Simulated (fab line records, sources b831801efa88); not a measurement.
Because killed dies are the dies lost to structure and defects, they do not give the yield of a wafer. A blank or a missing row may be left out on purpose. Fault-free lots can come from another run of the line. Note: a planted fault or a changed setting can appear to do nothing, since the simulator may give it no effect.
Problem report in the 8D (eight disciplines) form, filled by code | flow gf180mcu | the parts of the form that need people (team, actions taken, sign-off) are left out

== 1. THE PROBLEM ==
oesProductAu at GF_POLY_GATE_ETCH_13 reads a mean of 0.831 a.u. on 3 wafers of 3 lots; wafers without a fault read 0.987 a.u. with a standard deviation of 0.0074. Measured from the usual mean, that is -21 standard deviations.
The step: etches poly-Si in HBr/Cl2, stops on SiO2, target depth 198.5 nm, time 69.6 s.
Seen first at day 12 00:22 on rieSi-02, wafer L985.1. The record has a number at this step for 41 wafers belonging to 14 lots. Rule for "out" (also "out of limits"): further than 4 standard deviations from the usual mean. The rest of the wafers with a number are treated as sound.

== 2. WHAT IT IS; WHAT IT IS NOT ==
question                    | is                     | is not
which readings at this step | oesProductAu           | drypumpMotorCurrentA, mfcCl2Sccm, throttleValvePct
which lots                  | L985, L986, L988       | L976, L977, L979, L982, L983, L984, L994, L995, L996, L997, L998
which wafers of those lots  | L985.1, L986.5, L988.1 | L985.4, L985.6, L986.3, L986.4, L988.6
read on which tools         | rieSi-02               | rieSi-01
when                        | from day 12 00:22      | up to then (20 sound wafers); but 18 sound wafers of L986, L988, L994, L995, L996, L997, L998 came after

== 3. SUSPECTS, AND WHAT RULES EACH OUT ==
Counting: a tool at a process step up to the reading stays a suspect if it ran every lot that is out. Sound lots after the first of them don't rule it out here, since some wafers of a struck lot are sound.
- rieSi-02 at GF_POLY_GATE_ETCH_13 (etches poly-Si in HBr/Cl2, stops on SiO2, target depth 198.5 nm, time 69.6 s): kept. Every lot that is out went through it, the first being L985 (day 12 00:22); the last sound lot it ran before that was L983 (day 11 06:43). Out on those wafers are its own readings of oesProductAu.
Remaining after the count: rieSi-02 at GF_POLY_GATE_ETCH_13.

== 4. THE CAUSE (what the simulator had put in) ==
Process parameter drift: rieSi-02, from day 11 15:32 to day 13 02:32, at GF_POLY_GATE_ETCH_13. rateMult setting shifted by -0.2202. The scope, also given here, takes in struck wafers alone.
The count eliminated every tool but this one.

== 5. THE CHAIN OF EFFECTS, in route order ==
Rows list readings where the struck wafers' mean (over those with a number) sits beyond 3 standard deviations from the usual. Only readings whose record carries a usual standard deviation are examined. hours: median over the lots of the time between each lot's start at the first step of this table that gives one and its start at this step. sigmas: the change, counted in usual standard deviations.
hours | step                 | reading      | usual      | on struck wafers | change | sigmas
0     | GF_POLY_GATE_ETCH_13 | oesProductAu | 0.987 a.u. | 0.831            | -0.156 | -21
Here are the process steps it includes:
- GF_POLY_GATE_ETCH_13: etches poly-Si in HBr/Cl2, stops on SiO2, target depth 198.5 nm, time 69.6 s.

== 6. HOW IT WOULD HAVE BEEN CAUGHT EARLIER ==
In this record no reading fell out of limits until day 12 00:22, 9 hours after the fault had begun at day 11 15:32.
